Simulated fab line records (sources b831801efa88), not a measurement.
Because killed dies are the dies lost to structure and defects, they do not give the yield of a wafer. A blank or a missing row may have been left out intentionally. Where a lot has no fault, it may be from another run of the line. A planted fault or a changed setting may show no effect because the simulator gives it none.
Which tool is to blame?    flow sky130    15 lots with 45 wafers sampled at 6 steps, on a route of 708 steps

== WHAT THE GAUGES SHOWED, per wafer ==
SKY_POLY_GATE_CD_MEAS_22.
lot   measured      on        cdNm (nm)
L265  day 16 04:00  cdSem-02  148.3 148.7 151.5
L266  day 16 16:24  cdSem-02  152.3 153.5 151.6
L268  day 18 14:40  cdSem-02  148.4 146.0 149.9
L271  day 19 00:50  cdSem-02  145.8 150.6 147.8
L270  day 19 00:52  cdSem-01  150.1 147.4 146.6
L273  day 19 05:20  cdSem-01  148.6 149.7 145.9
L275  day 19 19:51  cdSem-01  150.8 151.8 149.8
L280  day 21 15:44  cdSem-01  148.2 145.6 145.7
L282  day 22 11:26  cdSem-01  150.4 148.1 146.4
L283  day 22 22:26  cdSem-01  153.6 149.8 150.0
L284  day 23 09:28  cdSem-02  152.5 149.3 155.7
L285  day 23 14:01  cdSem-01  152.8 150.1 146.8
L286  day 23 18:59  cdSem-02  156.7 152.2 152.8
L287  day 24 10:30  cdSem-02  151.2 154.4 150.4
L288  day 24 14:12  cdSem-01  148.5 154.4 152.0

SKY_LDD_LDN_TW_MEAS_13.
lot   measured      on            LDD_LDN_TW
L265  day 22 13:54  filmMetro-03  1479 1476 1479
L266  day 23 01:04  filmMetro-04  1483 1478 1484
L268  day 25 00:32  filmMetro-01  1472 1466 1473
L271  day 25 09:44  filmMetro-01  1470 1472 1471
L270  day 25 10:02  filmMetro-04  1486 1483 1484
L273  day 25 12:41  filmMetro-03  1469 1477 1473
L275  day 26 03:23  filmMetro-03  1472 1473 1475
L280  day 27 22:08  filmMetro-04  1495 1484 1483
L282  day 28 14:26  filmMetro-03  1483 1471 1482
L283  day 29 02:23  filmMetro-03  1490 1486 1483
L284  day 29 11:25  filmMetro-01  1468 1459 1462
L285  day 29 14:38  filmMetro-04  1478 1492 1496
L286  day 29 20:34  filmMetro-04  1490 1486 1483
L287  day 30 10:05  filmMetro-04  1482 1490 1493
L288  day 30 13:04  filmMetro-01  1474 1465 1479

SKY_RES_XHIGH_TW_MEAS_09.
lot   measured      on            RES_XHIGH_TW
L265  day 26 08:49  filmMetro-03  1637 1634 1631
L266  day 26 18:42  filmMetro-04  1639 1648 1635
L268  day 28 20:22  filmMetro-02  1637 1629 1634
L271  day 29 02:33  filmMetro-02  30 30 30
L270  day 29 04:04  filmMetro-04  30 30 30
L273  day 29 11:20  filmMetro-03  30 30 30
L275  day 29 21:09  filmMetro-04  1645 1653 1633
L280  day 31 12:00  filmMetro-03  1651 1651 1656
L282  day 32 02:26  filmMetro-03  1637 1629 1634
L283  day 32 15:52  filmMetro-04  1654 1653 1652
L284  day 32 23:51  filmMetro-04  1652 1644 1653
L285  day 33 02:19  filmMetro-04  1638 1644 1641
L286  day 33 07:47  filmMetro-03  1645 1641 1627
L287  day 33 22:28  filmMetro-03  1638 1644 1637
L288  day 33 23:21  filmMetro-02  1625 1630 1622

== WHICH TOOL RAN EACH LOT (tool, then ch and the chambers of the sampled wafers, then the start) ==
lot   SKY_LDD_N_STRIP_16                   SKY_SD_P_STRIP_10                    SKY_RES_XHIGH_STRIP_08
L265  plasmaAsher-04 ch 0,1, day 17 09:31  plasmaAsher-01 ch 0,1, day 25 03:47  plasmaAsher-03 ch 0,1, day 26 08:44
L266  plasmaAsher-01 ch 0,1, day 17 22:20  plasmaAsher-03 ch 0,1, day 25 14:18  plasmaAsher-04 ch 0,1, day 26 18:36
L268  plasmaAsher-04 ch 0,1, day 19 22:58  plasmaAsher-03 ch 0,1, day 27 15:44  plasmaAsher-02 ch 0,1, day 28 20:16
L271  plasmaAsher-01 ch 0,1, day 20 09:17  plasmaAsher-03 ch 0,1, day 27 22:14  plasmaAsher-03 ch 0,1, day 29 02:26
L270  plasmaAsher-02 ch 0,1, day 20 09:37  plasmaAsher-03 ch 0,1, day 27 23:53  plasmaAsher-04 ch 0,1, day 29 03:59
L273  plasmaAsher-01 ch 0,1, day 20 13:23  plasmaAsher-01 ch 0,1, day 28 07:11  plasmaAsher-04 ch 0,1, day 29 11:13
L275  plasmaAsher-02 ch 0,1, day 21 03:11  plasmaAsher-03 ch 0,1, day 28 17:44  plasmaAsher-02 ch 0,1, day 29 21:03
L280  plasmaAsher-04 ch 0,1, day 22 23:20  plasmaAsher-01 ch 0,1, day 30 07:30  plasmaAsher-04 ch 0,1, day 31 11:53
L282  plasmaAsher-01 ch 0,1, day 23 18:25  plasmaAsher-04 ch 0,1, day 30 22:56  plasmaAsher-03 ch 0,1, day 32 02:21
L283  plasmaAsher-01 ch 0,1, day 24 05:44  plasmaAsher-03 ch 0,1, day 31 12:45  plasmaAsher-03 ch 0,1, day 32 15:45
L284  plasmaAsher-02 ch 0,1, day 24 16:28  plasmaAsher-03 ch 0,1, day 31 20:59  plasmaAsher-03 ch 0,1, day 32 23:45
L285  plasmaAsher-02 ch 0,1, day 24 20:34  plasmaAsher-04 ch 0,1, day 31 23:21  plasmaAsher-03 ch 1, day 33 02:13
L286  plasmaAsher-02 ch 0,1, day 25 01:38  plasmaAsher-03 ch 0,1, day 32 04:56  plasmaAsher-04 ch 0,1, day 33 07:41
L287  plasmaAsher-02 ch 0,1, day 25 15:37  plasmaAsher-04 ch 0,1, day 32 18:59  plasmaAsher-02 ch 0,1, day 33 22:23
L288  plasmaAsher-01 ch 0,1, day 25 19:47  plasmaAsher-03 ch 0,1, day 32 20:30  plasmaAsher-03 ch 0,1, day 33 23:15
- SKY_LDD_N_STRIP_16: strips in O2/N2.
- SKY_SD_P_STRIP_10: strips in O2/N2.
- SKY_RES_XHIGH_STRIP_08: strips in O2/N2.

== WHAT THE TOOLS THEMSELVES READ (means of the sampled wafers that have a number; where no wafer has one, the mark that the record gives instead) ==
SKY_LDD_N_STRIP_16.
lot   tool            chamberPressureMTorr (mTorr)  drypumpMotorCurrentA (A)  n2FlowSccm (sccm)  o2FlowSccm (sccm)  oesProductAu (a.u.)  stripTimeToEndpointS (s)
L265  plasmaAsher-04  1498.8                        6.0                       299.4              3003               0.404                4.334
L266  plasmaAsher-01  1500.4                        5.6                       299.3              3008               0.407                4.320
L268  plasmaAsher-04  1499.7                        6.0                       300.1              3013               0.401                4.316
L271  plasmaAsher-01  1500.3                        5.4                       299.8              2989               0.405                4.329
L270  plasmaAsher-02  1499.6                        5.2                       300.9              3000               0.411                4.287
L273  plasmaAsher-01  1501.0                        5.6                       300.2              2994               0.407                4.307
L275  plasmaAsher-02  1500.2                        5.1                       301.2              3001               0.403                4.294
L280  plasmaAsher-04  1499.1                        6.0                       299.3              3003               0.407                4.310
L282  plasmaAsher-01  1500.1                        5.7                       300.4              2993               0.411                4.306
L283  plasmaAsher-01  1499.2                        5.7                       300.0              2991               0.405                4.299
L284  plasmaAsher-02  1500.1                        5.2                       300.5              2992               0.407                4.315
L285  plasmaAsher-02  1499.1                        5.2                       299.6              3000               0.404                4.318
L286  plasmaAsher-02  1500.2                        5.2                       299.3              3002               0.406                4.313
L287  plasmaAsher-02  1500.3                        5.2                       299.6              2993               0.406                4.305
L288  plasmaAsher-01  1498.6                        5.6                       300.8              2984               0.409                4.317

SKY_SD_P_STRIP_10.
lot   tool            chamberPressureMTorr (mTorr)  drypumpMotorCurrentA (A)  n2FlowSccm (sccm)  o2FlowSccm (sccm)  oesProductAu (a.u.)  stripTimeToEndpointS (s)
L265  plasmaAsher-01  1499.3                        5.4                       300.8              2990               0.615                17.51
L266  plasmaAsher-03  1500.2                        6.0                       299.8              3007               0.615                17.54
L268  plasmaAsher-03  1500.7                        6.3                       300.2              2996               0.623                17.49
L271  plasmaAsher-03  -                             -                         -                  -                  -                    -
L270  plasmaAsher-03  -                             -                         -                  -                  -                    -
L273  plasmaAsher-01  -                             -                         -                  -                  -                    -
L275  plasmaAsher-03  1501.2                        6.3                       300.4              2988               0.618                17.54
L280  plasmaAsher-01  1499.4                        5.4                       300.5              3005               0.614                17.47
L282  plasmaAsher-04  1498.7                        6.0                       300.1              3005               0.621                17.46
L283  plasmaAsher-03  1498.9                        6.1                       299.7              2981               0.620                17.49
L284  plasmaAsher-03  1501.1                        6.0                       299.5              2996               0.618                17.47
L285  plasmaAsher-04  1500.1                        6.0                       300.7              3001               0.619                17.43
L286  plasmaAsher-03  1499.3                        6.0                       299.8              3010               0.618                17.39
L287  plasmaAsher-04  1499.8                        6.0                       300.7              3007               0.612                17.48
L288  plasmaAsher-03  1498.8                        6.0                       299.5              2998               0.621                17.42

SKY_RES_XHIGH_STRIP_08.
lot   tool            chamberPressureMTorr (mTorr)  drypumpMotorCurrentA (A)  n2FlowSccm (sccm)  o2FlowSccm (sccm)  oesProductAu (a.u.)  stripTimeToEndpointS (s)
L265  plasmaAsher-03  1497.7                        6.3                       300.1              3002               0.713                14.29
L266  plasmaAsher-04  1500.5                        6.0                       300.3              2999               0.715                14.29
L268  plasmaAsher-02  1501.4                        5.2                       300.3              2993               0.711                14.29
L271  plasmaAsher-03  1499.7                        6.0                       301.0              3003               0.719                31.28
L270  plasmaAsher-04  1501.6                        6.0                       299.3              3006               0.718                31.31
L273  plasmaAsher-04  1501.0                        6.0                       299.4              2993               0.716                31.31
L275  plasmaAsher-02  1500.2                        5.2                       298.1              2993               0.710                14.30
L280  plasmaAsher-04  1500.8                        6.0                       300.7              2997               0.709                14.24
L282  plasmaAsher-03  1499.7                        6.1                       300.0              2997               0.712                14.29
L283  plasmaAsher-03  1498.8                        6.3                       299.3              3000               0.708                14.25
L284  plasmaAsher-03  1500.7                        6.0                       299.7              2993               0.708                14.22
L285  plasmaAsher-03  1501.0                        5.8                       300.0              3008               0.715                14.24
L286  plasmaAsher-04  1499.0                        6.0                       300.7              3001               0.713                14.27
L287  plasmaAsher-02  1500.9                        5.2                       299.6              3007               0.712                14.28
L288  plasmaAsher-03  1498.9                        6.1                       299.2              3002               0.712                14.33

== THE ANSWER, worked out from the rows above alone ==
Rule: the lots themselves supply what counts as usual. The widest of any qualifying gaps counts: lots, ordered by their means at a reading, are off when they make up no more than a third of the lots, leave a main group of 4 or more, and stand apart from it by 3 or more times the standard deviation of that group's means. Not used: any main group whose means are identical at the precision the tables above print for the reading. Also off: a lot with no number at a reading for which 4 or more lots have one. Where the step has rows for the other lots, those lots are counted as sound. First the gauges in route order, then the tools' own readings, where a lot's mean is used as printed above. The first step at which some lot is off is used, and at that step the reading that is off furthest; a lot without a number counts as furthest.
Off: at SKY_RES_XHIGH_TW_MEAS_09 (RES_XHIGH_TW), L271, L270, L273. For the main group the mean is 1640 and the standard deviation 8.
A tool fits if, at a process step before that reading, it ran every lot that is off, and no sound lot after the first of them. Not tried: the gauges at SKY_RES_XHIGH_TW_MEAS_09; whatever is off there is also off at SKY_SD_P_STRIP_10, on other tools, and gauge error can't account for it. None of those tried fits.

== WHAT THE SIMULATOR HAD PUT IN ==
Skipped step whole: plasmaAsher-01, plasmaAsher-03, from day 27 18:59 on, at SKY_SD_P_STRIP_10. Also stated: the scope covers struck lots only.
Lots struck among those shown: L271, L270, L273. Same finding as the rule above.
